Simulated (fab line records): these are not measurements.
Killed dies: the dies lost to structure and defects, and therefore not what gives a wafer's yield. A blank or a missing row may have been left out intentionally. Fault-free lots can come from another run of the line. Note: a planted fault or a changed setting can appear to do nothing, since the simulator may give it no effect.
The same fault as seen by 2 desks	flow gf180mcu	numbers are kept per desk, each desk with only its own; the story behind them comes last

FROM THE METROLOGY DESK
Means of the sampled wafers that have a number, per lot and without regard to the tool the lot ran on: this is what the gauges read. If a lot's mean is further than 4 standard deviations from the usual mean, the lot is out of limits and carries the mark OUT (the distance appears in the brackets).
Columns: A = VT_IMPLANT_02_OVL at GF_VT_IMPLANT_OVL_MEAS_29, usual 1.0 nm; B = NSD_RS at GF_PSD_RS_MEAS_14, usual 46.11 ohm/sq; C = cd nm at GF_V4_CD_MEAS_14, usual 260.5 nm
lot	first seen here	A	B	C
L868	day 7 13:23	0.7	46.19	260.7
L869	day 7 16:48	2.4	46.03	261.0
L870	day 7 21:25	2.1	46.09	259.7
L874	day 8 23:37	1.4	46.20	261.2
L876	day 9 13:29	2.9	46.23	260.0
L877	day 9 22:16	-1.2	46.22	259.7
L878	day 10 00:26	-1.6	46.13	250.5 (-8.4) OUT
L879	day 10 03:07	1.9	46.12	248.7 (-9.8) OUT
L884	day 11 14:07	1.1	46.16	261.8
L886	day 12 04:23	2.0	46.08	258.2
L888	day 12 17:58	1.5	46.04	260.5
L889	day 13 00:01	2.2	46.08	259.7
This desk finds L878, L879 out of limits, L878 being first, at day 28 07:26 (cd nm at GF_V4_CD_MEAS_14). L868, L869, L870, L874, L876, L877, L884, L886, L888, L889: within limits.

AT THE TOOL OWNER'S DESK: litho track-03
The tool's own readings at GF_V4_PEB_12 (peb time 90 s): means of the sampled wafers that have a number, for each lot that ran on this tool. If a lot's mean is further than 4 standard deviations from the usual mean, the lot is out of limits and carries the mark OUT (the distance appears in the brackets).
Columns: A = heater power total W at GF_V4_PEB_12, usual 85.71 W; B = resist line temp C at GF_V4_PEB_12, usual 22.99 C
lot	first seen here	A	B
L870	day 25 22:29	85.73	22.98
L878	day 28 07:08	97.35 (+99 or more) OUT	23.06
L879	day 28 08:35	97.18 (+99 or more) OUT	23.04
L889	day 31 05:02	85.77	22.99
This desk finds L878, L879 out of limits, L878 being first, at day 28 07:08 (heater power total W at GF_V4_PEB_12). L870, L889: within limits.

BROUGHT TOGETHER
The tool owner's desk had the chance to raise an alarm at day 28 07:08 on L878, L879.
The metrology desk could have raised an alarm at day 28 07:26, on L878, L879.
On litho track-03, each named lot ran GF_V4_PEB_12.

WHAT THE SIMULATOR HAD INSERTED
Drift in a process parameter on litho track-03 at GF_V4_PEB_12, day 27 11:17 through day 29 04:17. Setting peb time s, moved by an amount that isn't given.
Struck lots among those shown: L878, L879.
Counting hours from when the fault started, the first reading out of limits came at 20 for the tool owner's desk and at 20 for the metrology desk.
